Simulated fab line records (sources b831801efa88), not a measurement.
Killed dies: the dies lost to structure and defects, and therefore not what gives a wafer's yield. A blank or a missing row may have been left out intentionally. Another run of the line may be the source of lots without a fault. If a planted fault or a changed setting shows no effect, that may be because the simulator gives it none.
8D (eight disciplines) problem report, filled in by code || flow sky130 || the parts of the form that need people (team, actions taken, sign-off) are left out

1. PROBLEM STATEMENT
Mean of run_length_s at SKY_LOCAL_INTERCONNECT_STRIP_16: 1476 s across 6 wafers in 2 lots; on wafers with no fault it is 1228 s (standard deviation 3.7). Measured from the usual mean, that is +67 standard deviations.
The step: strips in post etch residue remover, time 1200 s.
Seen first at day 34 03:14 on wet_bench-04, wafer L416.1. The record has a number at this step for 42 wafers belonging to 14 lots. Rule for "out", or "out of limits": more than 4 standard deviations from the usual mean. The other wafers with a number count as sound.

2. WHAT IT IS AND WHAT IT IS NOT
{"question": "which readings at this step", "is": "run_length_s", "is not": "-"}
{"question": "which lots", "is": "L416, L417", "is not": "L405, L406, L408, L415, L418, L419, L423, L424, L425, L426, L427, L428"}
{"question": "which wafers of those lots", "is": "all that have a number", "is not": "-"}
{"question": "read on which tools", "is": "wet_bench-04", "is not": "wet_bench-01, wet_bench-03"}
{"question": "when", "is": "from day 34 03:14", "is not": "up to then (12 sound wafers); but 24 sound wafers of L418, L419, L423, L424, L425, L426, L427, L428 came after"}

3. THE SUSPECTS, EACH WITH WHAT RULES IT OUT
Counting: a tool at a process step up to the reading stays a suspect if it ran every lot that is out and no sound lot after the first of them.
- wet_bench-04 at SKY_LOCAL_INTERCONNECT_STRIP_16 (strips in post etch residue remover, time 1200 s): kept. All lots that are out passed through it, beginning with L416 at day 34 03:14, and no sound lot followed; its final sound lot before that point was L408 at day 31 01:02. Its own readings are out on those wafers: run_length_s.
Left after counting: wet_bench-04 at SKY_LOCAL_INTERCONNECT_STRIP_16.

4. THE CAUSE (what the simulator had put in)
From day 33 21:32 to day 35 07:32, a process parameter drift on wet_bench-04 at SKY_LOCAL_INTERCONNECT_STRIP_16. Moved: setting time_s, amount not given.
Only this tool survived the counting.

5. THE CHAIN OF EFFECTS, in route order
Rows list readings where the struck wafers' mean (over those with a number) sits beyond 3 standard deviations from the usual. Scope: only readings with a usual standard deviation given in the record; hours: median across lots of the time from each lot's start at the first step in this table that gives one to its start at this step; sigmas: change in usual standard deviations.
{"hours": 0, "step": "SKY_LOCAL_INTERCONNECT_STRIP_16", "reading": "run_length_s", "usual": "1228 s", "on struck wafers": 1476, "change": "+248", "sigmas": "+67"}
Here are the process steps it includes:
- SKY_LOCAL_INTERCONNECT_STRIP_16: strips in post etch residue remover, time 1200 s.
At these later measuring or inspecting steps, every struck wafer for which the step has a row has a number for every such reading, and none has moved that far: SKY_CONTACT_BOW_MEAS_05.

6. WHAT WOULD HAVE CAUGHT IT SOONER
In this record no reading fell out of limits until day 34 03:14, 6 hours after the fault had begun at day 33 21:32.
